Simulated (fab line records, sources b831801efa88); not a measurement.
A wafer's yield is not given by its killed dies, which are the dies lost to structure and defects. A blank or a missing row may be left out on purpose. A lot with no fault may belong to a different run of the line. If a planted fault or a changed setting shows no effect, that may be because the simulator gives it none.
Chamber matching + flow gf180mcu + pecvd-01 running GF_PASSIVATION_CVD_00: 3 sister chambers
The step deposits SiO2 from TEOS, target thk 1000 nm, time 111.95 s. 3 wafers are shown with their chamber, then 12 later ones without.

WAFERS PAIRED WITH THEIR CHAMBERS
| wafer  | chamber | heaterPowerW (W) |
|--------|---------|------------------|
| L090.1 | 0       | 753              |
| L090.2 | 1       | 602              |
| L090.3 | 2       | 781              |

WAFERS WITHOUT THEIR CHAMBER
| wafer  | heaterPowerW (W) |
|--------|------------------|
| L090.4 | 631              |
| L090.5 | 841              |
| L090.6 | 677              |
| L094.1 | 901              |
| L094.2 | 701              |
| L094.3 | 756              |
| L094.4 | 738              |
| L094.5 | 709              |
| L094.6 | 759              |
| L097.3 | 732              |
| L097.5 | 860              |
| L097.6 | 648              |

WHICH CHAMBER EACH WENT THROUGH
| wafer  | from the rows above          | in truth |
|--------|------------------------------|----------|
| L090.4 | can't be placed: 1 or 0      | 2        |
| L090.5 | can't be placed: 2 or 0      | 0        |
| L090.6 | can't be placed: 1 or 0 or 2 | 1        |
| L094.1 | can't be placed: 2 or 0      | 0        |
| L094.2 | can't be placed: 0 or 2 or 1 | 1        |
| L094.3 | can't be placed: 0 or 2      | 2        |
| L094.4 | can't be placed: 0 or 2      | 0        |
| L094.5 | can't be placed: 0 or 2 or 1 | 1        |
| L094.6 | can't be placed: 0 or 2      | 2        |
| L097.3 | can't be placed: 0 or 2 or 1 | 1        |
| L097.5 | can't be placed: 2 or 0      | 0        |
| L097.6 | can't be placed: 1 or 0 or 2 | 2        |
0 of 12 placed correctly. Not placeable from these rows: 12 (in 11, the candidates include the true chamber). 0 placed wrongly.
How it was worked out, from the rows above alone: a wafer's distance from a chamber is the root of the sum, over the readings, of the square of ((its reading less the chamber's mean) divided by the reading's scatter). If the next closest chamber is less than 2 further off than the closest, the wafer can't be placed; otherwise it belongs to the closest. Each chamber's mean is taken over the wafers shown for it. The scatter (one wafer shown for each chamber): square how far every hidden wafer sits from the nearest shown wafer, average those squares and take the square root.
